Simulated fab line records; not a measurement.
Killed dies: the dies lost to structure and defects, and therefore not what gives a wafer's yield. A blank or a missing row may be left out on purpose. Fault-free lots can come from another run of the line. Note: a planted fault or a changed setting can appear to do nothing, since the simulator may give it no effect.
Struck lot and sound lot, side by side | flow sfq line | 37 steps out of a route of 325
Sound: these wafers, L207.2, L207.3, L207.6. Struck: wafer L223.2 (left out: L223.1, L223.5 of the same lot, which were not struck); the cause appears at the end.
Each step with rows lists, per side, the tool, then ch with its chambers, then its first start. Under that, the readings that differ: sound wafers | struck wafers | difference of the means | sigmas: that difference in standard deviations of wafers without a fault.
alike: readings whose means differ by less than 2 such deviations, and words and numbers that are the same on both sides. not compared: withheld readings, readings that some wafer has no value for, bounds like >300 that may hide the same value, and numbers for which the record gives no deviation and whose values overlap.
Wherever a step has rows on one side only, a row that says differs or no value, or a row with sigmas, the two part there. Non-overlapping numbers with no deviation appear without sigmas and do not part them. Lack of a reading on every wafer of one side parts them only where that side has two or more wafers.

SFQ_R5_THK_MEAS_934: measures by xrf.
  sound on film metro-01 at day 51 05:49; struck on film metro-02 at day 55 06:58
  alike: R5_MONX_THK
then, 6 steps without rows for these wafers: SFQ_TRILAYER_R5_LITHO_COAT_141 (resist thk 62 nm); SFQ_TRILAYER_R5_LITHO_COAT_136 (resist thk 600 nm); SFQ_TRILAYER_R5_LITHO_SOFTBAKE_140; SFQ_TRILAYER_R5_LITHO_EXPOSE_137 (exposes mask R5, target cd 500 nm); SFQ_TRILAYER_R5_LITHO_PEB_139 (peb time 60 s); SFQ_TRILAYER_R5_LITHO_DEVELOP_138 (time 60 s).
-- the record jumps here: 3 days lie between the struck wafers' starts before and after --
SFQ_R5_OVL_MEAS_935:
  sound on overlay-01 at day 53 07:04; struck on overlay-02 at day 57 19:22
  alike: R5_OVL
SFQ_TRILAYER_R5_BARC_OPEN_METAL_ETCH_177: etches BARC in O2, target depth 125 nm, time 41.7 s.
  sound on rie metal-02 ch 0,1, day 53 07:06; struck on rie metal-01 ch 0, day 57 19:24
  reading                     | sound             | struck | difference | sigmas
  drypump motor current A (A) | 5.55 5.55 5.80    | 6.21   | +0.58      | +2
  oes product au (a.u.)       | 0.688 0.688 0.689 | 0.677  | -0.011     | -3
  alike: he backside leak sccm
  not compared: rf hours counter h
then, 1 step without rows for these wafers: SFQ_TRILAYER_R5_ETCH_METAL_ETCH_139 (etches the open film in Cl2, stops on SiO2, target depth 60 nm, time 40 s).
SFQ_TRILAYER_R5_STRIP_STRIP_140: strips in O2.
  sound on rie metal-02 ch 0,1, day 53 07:13; struck on rie metal-01 ch 0, day 57 19:31
  reading                     | sound          | struck | difference | sigmas
  drypump motor current A (A) | 5.55 5.57 5.79 | 6.25   | +0.61      | +2
  alike: he backside leak sccm, oes product au
  not compared: rf hours counter h
then, 1 step without rows for these wafers: SFQ_TRILAYER_R5_STRIP_SOLV_CLEAN_141 (cleans in NMP, time 600 s).
SFQ_TRILAYER_A5C_DEP_PECVD_142: deposits SiO2 from SiH4/N2O, time 15.556 s, target thk 70 nm.
  sound on pecvd-04 ch 0,1,2, day 53 08:10; struck on pecvd-04 ch 2, day 57 20:17
  reading                                              | sound            | struck | difference | sigmas
  model.SiO2_of_TRILAYER_A5C_DEP_PECVD_142.thk nm (nm) | 70.74 70.4 71.74 | 65.92  | -5.04      |
  alike: chamber pressure Torr, heater power w, throttle valve pct
then, 6 steps without rows for these wafers: SFQ_TRILAYER_I5_LITHO_COAT_149 (resist thk 62 nm); SFQ_TRILAYER_I5_LITHO_COAT_144 (resist thk 650 nm); SFQ_TRILAYER_I5_LITHO_SOFTBAKE_148; SFQ_TRILAYER_I5_LITHO_EXPOSE_145 (exposes mask I5, target cd 700 nm); SFQ_TRILAYER_I5_LITHO_PEB_147 (peb time 60 s); SFQ_TRILAYER_I5_LITHO_DEVELOP_146 (time 60 s).
SFQ_I5_OVL_MEAS_936:
  sound on overlay-02 at day 55 02:48; struck on overlay-01 at day 58 22:19
  alike: I5_OVL
then, 1 step without rows for these wafers: SFQ_TRILAYER_I5_BARC_OPEN_VIA_ETCH_200 (etches BARC in O2, target depth 125 nm, time 41.7 s).
SFQ_TRILAYER_I5_ETCH_VIA_ETCH_147: etches the open film in CHF3, stops on Nb, target depth 360 nm.
  sound on rie diel-02 ch 0,2, day 55 02:52; struck on rie diel-02 ch 0, day 58 22:24
  alike: drypump motor current A, oes product au
SFQ_TRILAYER_I5_STRIP_STRIP_148: strips in O2.
  sound on rie metal-03 ch 0,1, day 55 03:01; struck on rie metal-02 ch 1, day 58 22:33
  alike: drypump motor current A, he backside leak sccm, oes product au
  not compared: rf hours counter h
then, 7 steps without rows for these wafers: SFQ_TRILAYER_I5_STRIP_SOLV_CLEAN_149 (cleans in NMP, time 600 s); SFQ_TRILAYER_C5_LITHO_COAT_156 (resist thk 62 nm); SFQ_TRILAYER_C5_LITHO_COAT_151 (resist thk 650 nm); SFQ_TRILAYER_C5_LITHO_SOFTBAKE_155; SFQ_TRILAYER_C5_LITHO_EXPOSE_152 (exposes mask C5, target cd 500 nm); SFQ_TRILAYER_C5_LITHO_PEB_154 (peb time 60 s); SFQ_TRILAYER_C5_LITHO_DEVELOP_153 (time 60 s).
-- the record jumps here: 3 days lie between the struck wafers' starts before and after --
SFQ_C5_OVL_MEAS_937:
  sound on overlay-02 at day 57 14:34; struck on overlay-02 at day 62 03:31
  alike: C5_OVL
then, 1 step without rows for these wafers: SFQ_TRILAYER_C5_BARC_OPEN_VIA_ETCH_210 (etches BARC in O2, target depth 125 nm, time 41.7 s).
SFQ_TRILAYER_C5_ETCH_VIA_ETCH_154: etches SiO2 in CHF3, stops on Nb, target depth 84 nm.
  sound on rie diel-02 ch 0,1,2, day 57 14:38; struck on rie diel-01 ch 3, day 62 03:35
  reading                        | sound             | struck | difference | sigmas
  oes product au (a.u.)          | 0.901 0.903 0.906 | 0.861  | -0.042     | -4
  model.etch.depth nm (nm)       | 70.74 70.4 71.74  | 65.92  | -5.04      |
  model.C5.feature depth nm (nm) | 70.74 70.4 71.74  | 65.92  | -5.04      |
  alike: drypump motor current A
SFQ_TRILAYER_C5_STRIP_STRIP_155: strips in O2.
  sound on rie metal-04 ch 0,1, day 57 14:41; struck on rie metal-01 ch 1, day 62 03:38
  reading               | sound             | struck | difference | sigmas
  oes product au (a.u.) | 0.976 0.965 0.992 | 1.004  | +0.026     | +2
  alike: drypump motor current A, he backside leak sccm
  not compared: rf hours counter h
then, 1 step without rows for these wafers: SFQ_TRILAYER_C5_STRIP_SOLV_CLEAN_156 (cleans in NMP, time 600 s).
SFQ_TRILAYER_M6_DEP_PRE_CLEAN_158: time 22.5 s.
  sound on pvd sputter-04 at day 57 15:28; struck on pvd sputter-06 at day 62 04:25
  reading                                              | sound            | struck | difference | sigmas
  model.SiO2_of_TRILAYER_A5C_DEP_PECVD_142.thk nm (nm) | 63.24 62.9 64.24 | 58.42  | -5.04      |
then, 1 step without rows for these wafers: SFQ_TRILAYER_M6_DEP_SPUTTER_157 (material Nb, target thk 200 nm, time 133.3 s).

== WHERE THEY PART ==
At SFQ_TRILAYER_R5_BARC_OPEN_METAL_ETCH_177 first; at SFQ_TRILAYER_C5_STRIP_STRIP_155 last (within this record only).

WHY: what had been put in by the simulator
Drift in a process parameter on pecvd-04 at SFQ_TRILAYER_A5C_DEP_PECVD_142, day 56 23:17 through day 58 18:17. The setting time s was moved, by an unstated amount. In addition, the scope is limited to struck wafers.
